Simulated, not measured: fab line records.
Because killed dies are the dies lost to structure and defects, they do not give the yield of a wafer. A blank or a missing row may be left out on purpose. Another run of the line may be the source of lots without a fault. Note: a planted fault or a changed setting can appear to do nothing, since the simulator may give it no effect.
Matching of chambers + flow gf180mcu + pecvd-04 running GF_V3_CVD_02: 3 sister chambers
The step deposits SiO2 from TEOS, target thk 850 nm, time 94.851 s. 3 wafers are shown with their chamber, then 9 later ones without.

## WAFERS, EACH WITH ITS CHAMBER
| wafer  | chamber | heaterPowerW (W) |
|--------|---------|------------------|
| L084.4 | 2       | 591              |
| L085.4 | 1       | 703              |
| L085.5 | 0       | 496              |

## WAFERS WITH NO CHAMBER GIVEN
| wafer  | heaterPowerW (W) |
|--------|------------------|
| L088.1 | 740              |
| L088.3 | 617              |
| L088.5 | 780              |
| L091.2 | 714              |
| L091.3 | 604              |
| L091.5 | 626              |
| L097.1 | 510              |
| L097.4 | 672              |
| L097.6 | 578              |

## WHICH CHAMBER EACH WENT THROUGH
| wafer  | from the rows above     | in truth                   |
|--------|-------------------------|----------------------------|
| L088.1 | 1                       | 1                          |
| L088.3 | can't be placed: 2 or 1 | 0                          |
| L088.5 | 1                       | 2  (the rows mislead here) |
| L091.2 | 1                       | 1                          |
| L091.3 | 2                       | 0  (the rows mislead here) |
| L091.5 | can't be placed: 2 or 1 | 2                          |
| L097.1 | can't be placed: 0 or 2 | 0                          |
| L097.4 | can't be placed: 1 or 2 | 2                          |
| L097.6 | can't be placed: 2 or 0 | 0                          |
Placed correctly: 2 of 9. These rows do not allow placing 5 (true chamber among the candidates in 4). Placed wrongly: 2.
How it was worked out, from the rows above alone: a wafer's distance from a chamber is the root of the sum, over the readings, of the square of ((its reading less the chamber's mean) divided by the reading's scatter). If the next closest chamber is less than 2 further off than the closest, the wafer can't be placed; otherwise it belongs to the closest. A chamber's mean is the mean of its shown wafers. The scatter: with one shown wafer a chamber, the root of the mean of the squares of how far each hidden wafer lies from its nearest shown one.
